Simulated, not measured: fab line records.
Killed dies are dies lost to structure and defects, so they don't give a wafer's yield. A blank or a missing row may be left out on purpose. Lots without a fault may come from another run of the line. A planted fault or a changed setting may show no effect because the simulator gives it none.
fab line records + flow sky130 + part 2 of 2: steps 34 to 43 of 43
record:
- lots: 5
- wafers: 15
- last-day: 50
route steps=708 shown RES_XHIGH@338 SD_N@342 SD_P@359 SALICIDE@361 LI_CONTACT@362
lots that met no fault: from a run of the same line without faults
start-h: the number of hours between the record's first day and the start of the first shown wafer of the lot + wait-h: hours elapsed since this lot's preceding step + " the same as in the row above + L1.1+2: a single row standing in for several wafers + - no value, or no start given + * or withheld: withheld + < > ~ a bound
route shown NAME@n: NAME is a module with steps in the file, n the number in the route of the first one + usual: average and standard deviation across the fault-free wafers + same: alike in all rows + chamber/n: place in a boat + sites: the reading at each site + _std_site: the standard deviation of these + _edge_site: outer sites' mean less inner sites' + radius-mm: for every site, how far away it sits from the centre of the wafer + mask NAME#n: copy n + behind: the last tool/chamber to shape the wafer + hold: why the lot was held/for how many hours/how that ended + device: whichever transistor did not switch (one of n, p or np) + end of line: the route-end tests of the same wafers + a step given without rows: its recipe and nothing more + killed: dies lost to structure and defects at the first sort, not the wafer's yield + map: shows each die of a wafer: x if killed, . if not, _ if none is there
set.NAME: setting as actually run; set.NAME@STEP: the setting as run at that earlier step + model.NAME: the simulator's own value behind a step, which no gauge read
lots at selected steps of the route; one table per step, one row per wafer
services: when a tool's chamber went out of use (start-h, in hours from the record's first day, below 0 if earlier), for how many hours, and the reason
== steps ==
step: SKY_LI_CONTACT_PEB_10
recipe:
- peb-temp-c: withheld
- peb-time-s: withheld
- resist: KrF-thick
| lot.wafer  | tool           | chamber | start-h | wait-h |
|------------|----------------|---------|---------|--------|
| L088.3+4+6 | litho-track-03 | 0       | -       | -      |
| L089.2+3+5 | litho-track-03 | 0       | -       | -      |
| L090.3+4+6 | litho-track-01 | 0       | -       | -      |
| L092.1+3+4 | litho-track-03 | 0       | -       | -      |
| L096.1+2+6 | litho-track-02 | 0       | -       | -      |
step: SKY_LI_CONTACT_DEVELOP_11
recipe:
- develop-time-s: 60
- resist: KrF-thick
- dev-temp-c: 21
| lot.wafer  | tool           | chamber | start-h | wait-h |
|------------|----------------|---------|---------|--------|
| L088.3+4+6 | litho-track-03 | 0       | -       | -      |
| L089.2+3+5 | litho-track-03 | 0       | -       | -      |
| L090.3+4+6 | litho-track-01 | 0       | -       | -      |
| L092.1+3+4 | litho-track-03 | 0       | -       | -      |
| L096.1+2+6 | litho-track-02 | 0       | -       | -      |
step: SKY_LI_CONTACT_CD_MEAS_12
recipe:
- target-cd-nm: 170
usual:
- cd-nm: 169.6/1.3
| lot.wafer | tool      | chamber | start-h | wait-h | cd-nm |
|-----------|-----------|---------|---------|--------|-------|
| L088.3    | cd-sem-02 | -       | 793.19  | -      | 171.5 |
| L088.4    | "         | -       | "       | "      | 171.4 |
| L088.6    | "         | -       | "       | "      | 172.0 |
| L089.2    | cd-sem-01 | -       | 800.02  | -      | 171.7 |
| L089.3    | "         | -       | "       | "      | 170.3 |
| L089.5    | "         | -       | "       | "      | 170.0 |
| L090.3    | cd-sem-02 | -       | 803.17  | -      | 168.7 |
| L090.4    | "         | -       | "       | "      | 168.1 |
| L090.6    | "         | -       | "       | "      | 169.8 |
| L092.1    | cd-sem-02 | -       | 820.45  | -      | 169.2 |
| L092.3    | "         | -       | "       | "      | 170.0 |
| L092.4    | "         | -       | "       | "      | 172.0 |
| L096.1    | cd-sem-02 | -       | 852.41  | -      | 168.9 |
| L096.2    | "         | -       | "       | "      | 168.3 |
| L096.6    | "         | -       | "       | "      | 168.2 |
step: SKY_LI_CONTACT_OVL_MEAS_13
usual:
- LI_CONTACT_OVL: 0/5.3
| lot.wafer | tool       | chamber | start-h | wait-h | LI_CONTACT_OVL[nm] |
|-----------|------------|---------|---------|--------|--------------------|
| L088.3    | overlay-01 | -       | 793.28  | 0.1    | -8                 |
| L088.4    | "          | -       | "       | "      | -2                 |
| L088.6    | "          | -       | "       | "      | -4                 |
| L089.2    | overlay-01 | -       | 800.13  | 0.1    | -9                 |
| L089.3    | "          | -       | "       | "      | -12                |
| L089.5    | "          | -       | "       | "      | -2                 |
| L090.3    | overlay-02 | -       | 803.26  | 0.1    | 2                  |
| L090.4    | "          | -       | "       | "      | 9                  |
| L090.6    | "          | -       | "       | "      | 7                  |
| L092.1    | overlay-01 | -       | 820.57  | 0.1    | 3                  |
| L092.3    | "          | -       | "       | "      | 6                  |
| L092.4    | "          | -       | "       | "      | 4                  |
| L096.1    | overlay-02 | -       | 852.53  | 0.1    | 3                  |
| L096.2    | "          | -       | "       | "      | 1                  |
| L096.6    | "          | -       | "       | "      | 7                  |
step: SKY_LI_CONTACT_ETCH_14
recipe:
- chemistry: N2/H2
- target: BARC
- ion-energy-ev: 200
- source-w: 500
- bias-w: 100
- pressure-mtorr: 30
- n2-flow-sccm: 100
- h2-flow-sccm: 200
- stop-on: SiO2
- time-s: 45.9
- target-depth-a: 600
usual:
- drypump-motor-current-A: 5.7/0.42
- n2-flow-sccm: 100.0/0.31
- oes-product-au: 0.855/0.0052
- throttle-valve-pct: 13.225/0.0089
| lot.wafer | tool        | chamber | start-h | wait-h | drypump-motor-current-A | n2-flow-sccm | oes-product-au | rf-hours-counter-h | throttle-valve-pct |
|-----------|-------------|---------|---------|--------|-------------------------|--------------|----------------|--------------------|--------------------|
| L088.3    | rie-diel-01 | 0       | 793.31  | 0.0    | 4.8                     | 99.8         | 0.849          | 21                 | 13.216             |
| L088.4    | "           | 3       | "       | "      | 5.5                     | 100.4        | 0.846          | 20                 | 13.212             |
| L088.6    | "           | 2       | "       | "      | 6.1                     | 99.8         | 0.850          | -                  | 13.232             |
| L089.2    | rie-diel-04 | 1       | 800.16  | 0.0    | 5.6                     | 100.2        | 0.864          | 9                  | 13.239             |
| L089.3    | "           | 0       | "       | "      | 5.4                     | 100.1        | 0.859          | 17                 | 13.232             |
| L089.5    | "           | 3       | "       | "      | 6.4                     | 99.7         | 0.848          | -                  | 13.219             |
| L090.3    | rie-diel-02 | 1       | 803.29  | 0.0    | 6.4                     | 99.9         | 0.861          | 37                 | 13.204             |
| L090.4    | "           | 0       | "       | "      | 5.2                     | 99.7         | 0.855          | 18                 | 13.229             |
| L090.6    | "           | 2       | "       | "      | 5.5                     | 99.9         | 0.855          | -                  | 13.238             |
| L092.1    | rie-diel-01 | 2       | 820.61  | 0.0    | 6.1                     | 100.3        | 0.861          | 21                 | 13.233             |
| L092.3    | "           | 0       | "       | "      | 4.8                     | 99.9         | 0.849          | 21                 | 13.223             |
| L092.4    | "           | 3       | "       | "      | 5.6                     | 99.6         | 0.852          | 20                 | 13.226             |
| L096.1    | rie-diel-04 | 1       | 852.57  | 0.0    | 5.6                     | 99.8         | 0.851          | 10                 | 13.209             |
| L096.2    | "           | 0       | "       | "      | 5.5                     | 99.7         | 0.853          | 18                 | 13.209             |
| L096.6    | "           | 0       | "       | "      | 5.4                     | 99.6         | 0.859          | -                  | 13.231             |
step: SKY_LI_CONTACT_ETCH_15
recipe:
- target: PSG
- chemistry: C4F8/O2/Ar
- stop-on: Si
- taper-deg: 4.15
- mask-material: KrF-thick
- source-w: 1500
- bias-w: 1200
- pressure-mtorr: 40
- c4f8-flow-sccm: withheld
- O2_flow_sccm: 6
- Ar_flow_sccm: 300
- time-s: withheld
- target-depth-a: 6000
usual:
- oes-product-au: 0.837/0.0052
| lot.wafer | tool        | chamber | start-h | wait-h | oes-product-au |
|-----------|-------------|---------|---------|--------|----------------|
| L088.3    | rie-diel-01 | 0       | 793.35  | 0.0    | 0.831          |
| L088.4    | "           | 3       | "       | "      | 0.835          |
| L088.6    | "           | 2       | "       | "      | 0.823          |
| L089.2    | rie-diel-04 | 1       | 800.20  | 0.0    | 0.826          |
| L089.3    | "           | 0       | "       | "      | 0.837          |
| L089.5    | "           | 3       | "       | "      | 0.845          |
| L090.3    | rie-diel-02 | 1       | 803.33  | 0.0    | 0.842          |
| L090.4    | "           | 0       | "       | "      | 0.835          |
| L090.6    | "           | 2       | "       | "      | 0.835          |
| L092.1    | rie-diel-01 | 2       | 820.65  | 0.0    | 0.836          |
| L092.3    | "           | 0       | "       | "      | 0.831          |
| L092.4    | "           | 3       | "       | "      | 0.840          |
| L096.1    | rie-diel-04 | 1       | 852.61  | 0.0    | 0.843          |
| L096.2    | "           | 0       | "       | "      | 0.837          |
| L096.6    | "           | 0       | "       | "      | 0.832          |
step: SKY_LI_CONTACT_STRIP_16
recipe:
- chemistry: O2/N2
- power-w: 1400
- pressure-mtorr: 1500
- platen-temp-c: withheld
- o2-flow-sccm: 3000
- n2-flow-sccm: 300
- overash-fraction: 0.5
usual:
- drypump-motor-current-A: 5.79/0.22
- n2-flow-sccm: 300.1/1.8
- oes-product-au: 0.375/0.0047
- strip-time-to-endpoint-s: 3.51/0.037
| lot.wafer | tool            | chamber | start-h | wait-h | drypump-motor-current-A | n2-flow-sccm | oes-product-au | rf-hours-counter-h | strip-time-to-endpoint-s |
|-----------|-----------------|---------|---------|--------|-------------------------|--------------|----------------|--------------------|--------------------------|
| L088.3    | plasma-asher-01 | 0       | 793.47  | -      | 5.64                    | 298.7        | 0.368          | -                  | 3.48                     |
| L088.4    | "               | 1       | "       | "      | 5.79                    | 299.6        | 0.372          | -                  | 3.55                     |
| L088.6    | "               | 1       | "       | "      | 5.83                    | 299.9        | 0.372          | -                  | 3.49                     |
| L089.2    | plasma-asher-01 | 1       | 800.28  | -      | 5.82                    | 300.1        | 0.374          | 39                 | 3.54                     |
| L089.3    | "               | 0       | "       | "      | 5.58                    | 300.7        | 0.373          | -                  | 3.54                     |
| L089.5    | "               | 0       | "       | "      | 5.60                    | 299.6        | 0.374          | -                  | 3.54                     |
| L090.3    | plasma-asher-01 | 1       | 803.45  | -      | 5.81                    | 301.2        | 0.373          | -                  | 3.52                     |
| L090.4    | "               | 0       | "       | "      | 5.61                    | 318.2        | 0.381          | -                  | 3.55                     |
| L090.6    | "               | 1       | "       | "      | 5.83                    | 302.0        | 0.379          | -                  | 3.50                     |
| L092.1    | plasma-asher-04 | 1       | 820.73  | -      | 5.81                    | 297.8        | 0.368          | 104                | 3.46                     |
| L092.3    | "               | 1       | "       | "      | 5.82                    | 299.6        | 0.367          | -                  | 3.49                     |
| L092.4    | "               | 0       | "       | "      | 6.22                    | 300.5        | 0.384          | -                  | 3.56                     |
| L096.1    | plasma-asher-04 | 1       | 852.69  | -      | 5.79                    | 299.8        | 0.373          | 107                | 3.53                     |
| L096.2    | "               | 0       | "       | "      | 6.21                    | 298.3        | 0.373          | 107                | 3.54                     |
| L096.6    | "               | 1       | "       | "      | 5.81                    | 300.3        | 0.374          | -                  | 3.53                     |
step: SKY_LI_CONTACT_CLEAN_17
recipe:
- chemistry: NMP
- time-s: 600
- temp-c: 60
- dry: n2-spin
| lot.wafer  | tool         | chamber | start-h | wait-h |
|------------|--------------|---------|---------|--------|
| L088.3+4+6 | wet-bench-01 | 1       | 793.53  | 0.0    |
| L089.2+3+5 | wet-bench-03 | 3       | 800.38  | 0.1    |
| L090.3+4+6 | wet-bench-04 | 3       | 803.52  | 0.0    |
| L092.1+3+4 | wet-bench-01 | 1       | 820.83  | 0.1    |
| L096.1+2+6 | wet-bench-01 | 1       | 852.79  | 0.1    |
step: SKY_LI_CONTACT_PRE_CLEAN_18
recipe:
- gas: Ar
- time-s: 5.6
- bias-v: 358
| lot.wafer  | tool           | chamber | start-h | wait-h |
|------------|----------------|---------|---------|--------|
| L088.3+4+6 | pvd-sputter-02 | -       | 793.72  | 0.0    |
| L089.2+3+5 | pvd-sputter-04 | -       | 800.57  | 0.0    |
| L090.3+4+6 | pvd-sputter-02 | -       | 803.69  | 0.0    |
| L092.1+3+4 | pvd-sputter-02 | -       | 821.01  | 0.0    |
| L096.1+2+6 | pvd-sputter-04 | -       | 852.97  | 0.0    |
step: SKY_LI_CONTACT_SPUTTER_19
recipe:
- material: Ti
- target-thk-nm: 20
- chamber-pressure-pa: 5
- power-w: 2500
- substrate-temp-c: 200
- time-s: 108.6
usual:
- throttle-valve-pct: 30.2/0.91
| lot.wafer | tool           | chamber | start-h | wait-h | throttle-valve-pct |
|-----------|----------------|---------|---------|--------|--------------------|
| L088.3    | pvd-sputter-02 | -       | 793.74  | 0.0    | 28.7               |
| L088.4    | "              | -       | "       | "      | 31.1               |
| L088.6    | "              | -       | "       | "      | 30.4               |
| L089.2    | pvd-sputter-04 | -       | 800.59  | 0.0    | 28.9               |
| L089.3    | "              | -       | "       | "      | 30.6               |
| L089.5    | "              | -       | "       | "      | 29.1               |
| L090.3    | pvd-sputter-02 | -       | 803.71  | 0.0    | 28.8               |
| L090.4    | "              | -       | "       | "      | 31.2               |
| L090.6    | "              | -       | "       | "      | 30.3               |
| L092.1    | pvd-sputter-02 | -       | 821.03  | 0.0    | 31.4               |
| L092.3    | "              | -       | "       | "      | 28.6               |
| L092.4    | "              | -       | "       | "      | 30.5               |
| L096.1    | pvd-sputter-04 | -       | 852.99  | 0.0    | 28.9               |
| L096.2    | "              | -       | "       | "      | 29.2               |
| L096.6    | "              | -       | "       | "      | 29.1               |
== services ==
| tool             | chamber | start-h | hours | kind   |
|------------------|---------|---------|-------|--------|
| rie-diel-04      | 3       | 720.29  | 5.0   | repair |
| cmp-02           | -       | 723.91  | 0.3   | repair |
| pvd-sputter-02   | -       | 726.05  | 57.2  | repair |
| cmp-02           | -       | 728.31  | 3.6   | pm     |
| plasma-asher-03  | -       | 733.75  | 9.0   | pm     |
| wet-bench-01     | -       | 734.57  | 0.7   | repair |
| rie-diel-04      | 0       | 738.01  | 4.0   | repair |
| krf-scanner-01   | -       | 747.20  | 1.3   | pm     |
| cmp-02           | -       | 747.22  | 4.0   | pm     |
| krf-scanner-01   | -       | 748.81  | 2.6   | repair |
| cmp-02           | -       | 752.79  | 2.1   | repair |
| krf-scanner-01   | -       | 753.35  | 0.6   | repair |
| pvd-sputter-04   | -       | 765.51  | 4.3   | repair |
| krf-scanner-01   | -       | 766.68  | 0.8   | pm     |
| implanter-01     | -       | 774.71  | 2.6   | repair |
| cmp-02           | -       | 790.23  | 0.8   | repair |
| hdpcvd-01        | -       | 794.49  | 5.5   | pm     |
| rie-diel-04      | -       | 794.95  | 2.3   | repair |
| implanter-02     | -       | 803.26  | 1.8   | repair |
| implanter-01     | -       | 812.16  | 16.2  | repair |
| iline-stepper-01 | -       | 818.28  | 8.9   | pm     |
| hdpcvd-01        | -       | 819.27  | 0.5   | repair |
| hdpcvd-01        | 1       | 838.42  | 3.5   | repair |
| hdpcvd-01        | -       | 841.32  | 4.4   | repair |
